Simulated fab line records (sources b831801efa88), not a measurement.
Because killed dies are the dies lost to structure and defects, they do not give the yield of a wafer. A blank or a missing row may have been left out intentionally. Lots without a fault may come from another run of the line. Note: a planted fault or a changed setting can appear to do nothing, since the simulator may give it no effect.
Which tool did it? || flow sky130 || 18 wafers from 6 lots sampled at 2 of the route's 708 steps

== WHAT THE GAUGES SHOWED, per wafer ==
SKY_VT_ADJUST_LVTN_TW_MEAS_10.
{"lot": "L607", "measured": "day 7 11:04", "on": "film_metro-01", "VT_ADJUST_LVTN_TW": "242.6 244.7 244.2"}
{"lot": "L611", "measured": "day 8 12:47", "on": "film_metro-03", "VT_ADJUST_LVTN_TW": "240.1 239.4 239.2"}
{"lot": "L613", "measured": "day 9 00:39", "on": "film_metro-04", "VT_ADJUST_LVTN_TW": "242.9 245.0 245.1"}
{"lot": "L615", "measured": "day 9 12:09", "on": "film_metro-03", "VT_ADJUST_LVTN_TW": "239.9 240.0 239.6"}
{"lot": "L625", "measured": "day 11 23:58", "on": "film_metro-03", "VT_ADJUST_LVTN_TW": "238.6 238.8 238.8"}
{"lot": "L629", "measured": "day 13 00:49", "on": "film_metro-04", "VT_ADJUST_LVTN_TW": "243.3 244.3 243.4"}

== WHAT TOOL EACH LOT RAN ON (gives the tool, then ch and the chambers of the sampled wafers, and finally the start) ==
{"lot": "L607", "SKY_VT_ADJUST_LVTN_STRIP_09": "plasma_asher-01 ch 0, day 7 10:57"}
{"lot": "L611", "SKY_VT_ADJUST_LVTN_STRIP_09": "plasma_asher-01 ch 0,1, day 8 12:41"}
{"lot": "L613", "SKY_VT_ADJUST_LVTN_STRIP_09": "plasma_asher-04 ch 0,1, day 9 00:32"}
{"lot": "L615", "SKY_VT_ADJUST_LVTN_STRIP_09": "plasma_asher-01 ch 0,1, day 9 12:03"}
{"lot": "L625", "SKY_VT_ADJUST_LVTN_STRIP_09": "plasma_asher-03 ch 0,1, day 11 23:53"}
{"lot": "L629", "SKY_VT_ADJUST_LVTN_STRIP_09": "plasma_asher-01 ch 0,1, day 13 00:42"}
- SKY_VT_ADJUST_LVTN_STRIP_09: strips in O2/N2.

== THE ANSWER, worked out from the rows above alone ==
Rule: usual is defined by the lots themselves. The widest of any qualifying gaps counts: lots, ordered by their means at a reading, are off when they make up no more than a third of the lots, leave a main group of 4 or more, and stand apart from it by 3 or more times the standard deviation of that group's means. If all means in a main group match to the digits the tables above print for the reading, that group is not used. A lot without any number at a reading at which 4 lots or more have one is off too. The other lots that the step has rows for count as sound.
Nothing can be told from this: no lot is off at any reading shown.

== WHAT THE SIMULATOR HAD INSERTED ==
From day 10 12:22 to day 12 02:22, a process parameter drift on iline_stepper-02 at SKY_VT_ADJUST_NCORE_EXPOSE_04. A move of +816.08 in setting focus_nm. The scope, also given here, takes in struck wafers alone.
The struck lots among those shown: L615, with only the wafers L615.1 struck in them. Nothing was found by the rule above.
